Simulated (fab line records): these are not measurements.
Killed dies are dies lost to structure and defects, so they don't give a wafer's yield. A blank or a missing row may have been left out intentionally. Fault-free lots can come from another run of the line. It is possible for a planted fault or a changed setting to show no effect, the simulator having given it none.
Which tool did it? :: flow gf180mcu :: 18 wafers from 6 lots sampled at 3 of the route's 602 steps

WHAT THE GAUGES READ, wafer by wafer
GF_V5_THK_MEAS_25: measures by xrf.
lot: L118
measured: day 27 12:57
on: film_metro-04
V5_W_THK (nm): 362 355 349

lot: L122
measured: day 29 03:39
on: film_metro-04
V5_W_THK (nm): 349 350 351

lot: L127
measured: day 30 10:14
on: film_metro-02
V5_W_THK (nm): 353 346 352

lot: L129
measured: day 31 04:19
on: film_metro-03
V5_W_THK (nm): 355 356 355

lot: L131
measured: day 31 12:04
on: film_metro-02
V5_W_THK (nm): 351 360 354

lot: L133
measured: day 32 01:41
on: film_metro-04
V5_W_THK (nm): 352 353 342

TOOL THAT RAN EACH LOT (tool first, then ch and the chambers of the sampled wafers, then the start)
lot: L118
GF_M1_METAL_ETCH_16: rie_metal-03 ch 0,1, day 17 12:03
GF_V5_CVD_02: pecvd-02 ch 0,1, day 26 15:10

lot: L122
GF_M1_METAL_ETCH_16: rie_metal-03 ch 0,1, day 19 07:39
GF_V5_CVD_02: pecvd-02 ch 1,2, day 28 06:52

lot: L127
GF_M1_METAL_ETCH_16: rie_metal-03 ch 0,1, day 20 23:26
GF_V5_CVD_02: pecvd-02 ch 0,1, day 29 14:53

lot: L129
GF_M1_METAL_ETCH_16: rie_metal-01 ch 0,1, day 21 21:28
GF_V5_CVD_02: pecvd-02 ch 0,2, day 30 07:53

lot: L131
GF_M1_METAL_ETCH_16: rie_metal-03 ch 1, day 22 09:09
GF_V5_CVD_02: pecvd-01 ch 0,1,2, day 30 16:49

lot: L133
GF_M1_METAL_ETCH_16: rie_metal-01 ch 0,1, day 23 01:21
GF_V5_CVD_02: pecvd-03 ch 1,2, day 31 06:46
- GF_M1_METAL_ETCH_16: etches the open film in Cl2/BCl3, stops on SiO2, target depth 627.5 nm, time 104.6 s.
- GF_V5_CVD_02: deposits SiO2 from TEOS, target thk 1450 nm, time 163.28 s.

THE ANSWER, worked out from the rows above alone
Rule: the usual values come from the lots themselves. The widest of any qualifying gaps counts: lots, ordered by their means at a reading, are off when they make up no more than a third of the lots, leave a main group of 4 or more, and stand apart from it by 3 or more times the standard deviation of that group's means. A main group is skipped when, at the precision printed for the reading in the tables above, its means are all equal. Also off: a lot with no number at a reading for which 4 or more lots have one. The other lots that the step has rows for count as sound.
None of the lots is off at any reading shown; this tells nothing.

WHAT THE SIMULATOR HAD INSERTED
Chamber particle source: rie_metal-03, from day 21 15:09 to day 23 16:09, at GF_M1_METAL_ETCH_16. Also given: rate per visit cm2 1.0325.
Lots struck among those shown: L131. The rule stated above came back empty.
